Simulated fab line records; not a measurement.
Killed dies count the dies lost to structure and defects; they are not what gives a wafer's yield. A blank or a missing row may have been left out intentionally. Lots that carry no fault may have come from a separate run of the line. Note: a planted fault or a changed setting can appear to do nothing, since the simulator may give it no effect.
One fault through the eyes of 2 desks / flow sky130 / only its own numbers are on each desk; what lay behind them is given at the end

AT THE TOOL OWNER'S DESK: rie-diel-04
The tool's own readings at SKY_PASSIVATION_ETCH_11 (etches the open film in CF4/O2, stops on AlCu, target depth 725 nm, time 161.1 s): means of the sampled wafers that have a number, for each lot that ran on this tool. A lot is out of limits, marked OUT, if its mean lies more than 4 standard deviations from the usual mean; the brackets give that distance.
Columns: A = drypump-motor-current-A at SKY_PASSIVATION_ETCH_11, usual 5.5 A; B = oes-product-au at SKY_PASSIVATION_ETCH_11, usual 0.979 a.u.; C = rf-fwd-power-W at SKY_PASSIVATION_ETCH_11, usual 796.7 W; D = throttle-valve-pct at SKY_PASSIVATION_ETCH_11, usual 5.965 %
lot=L592; first seen here=day 45 10:29; A=5.5; B=0.986; C=796.1; D=5.970
lot=L600; first seen here=day 47 22:44; A=5.5; B=0.982; C=800.1; D=5.970
lot=L601; first seen here=day 48 05:08; A=5.5; B=0.984; C=924.1 (+55) OUT; D=5.957
lot=L603; first seen here=day 48 07:32; A=5.5; B=0.988; C=926.3 (+56) OUT; D=5.975
This desk's verdict: out of limits on L601, L603, starting with L601 at day 48 05:08 (rf-fwd-power-W at SKY_PASSIVATION_ETCH_11). L592, L600 stayed within limits.

THE METROLOGY DESK
What the gauges read for every lot (on any tool): the sampled wafers with a number, averaged. A lot is out of limits, marked OUT, if its mean lies more than 4 standard deviations from the usual mean; the brackets give that distance.
Columns: A = PAD_OPEN_BOW at SKY_PAD_OPEN_BOW_MEAS_13, usual 47 um
lot=L589; first seen here=day 45 08:49; A=49
lot=L590; first seen here=day 45 20:55; A=51
lot=L592; first seen here=day 46 09:11; A=47
lot=L593; first seen here=day 46 15:50; A=51
lot=L600; first seen here=day 48 20:08; A=56
lot=L601; first seen here=day 49 02:00; A=41
lot=L603; first seen here=day 49 04:49; A=47
lot=L604; first seen here=day 49 08:04; A=45
lot=L607; first seen here=day 50 02:10; A=56
lot=L610; first seen here=day 50 13:16; A=48
lot=L612; first seen here=day 51 01:50; A=49
This desk found nothing out of limits on any of the 11 lots.

BROUGHT TOGETHER
The tool owner's desk could have raised an alarm at day 48 05:08, on L601, L603.
Nothing out of limits was seen by the metrology desk.
The metrology desk holds a record of L601, L603, inside its limits.
The lots listed all ran SKY_PASSIVATION_ETCH_11 on rie-diel-04.

WHAT THE SIMULATOR HAD INSERTED
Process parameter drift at SKY_PASSIVATION_ETCH_11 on rie-diel-04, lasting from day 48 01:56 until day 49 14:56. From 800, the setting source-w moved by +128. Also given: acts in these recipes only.
Lots struck among those shown: L601, L603.
Delay in hours, fault start to first out-of-limits reading, by desk: the tool owner's desk at 3.
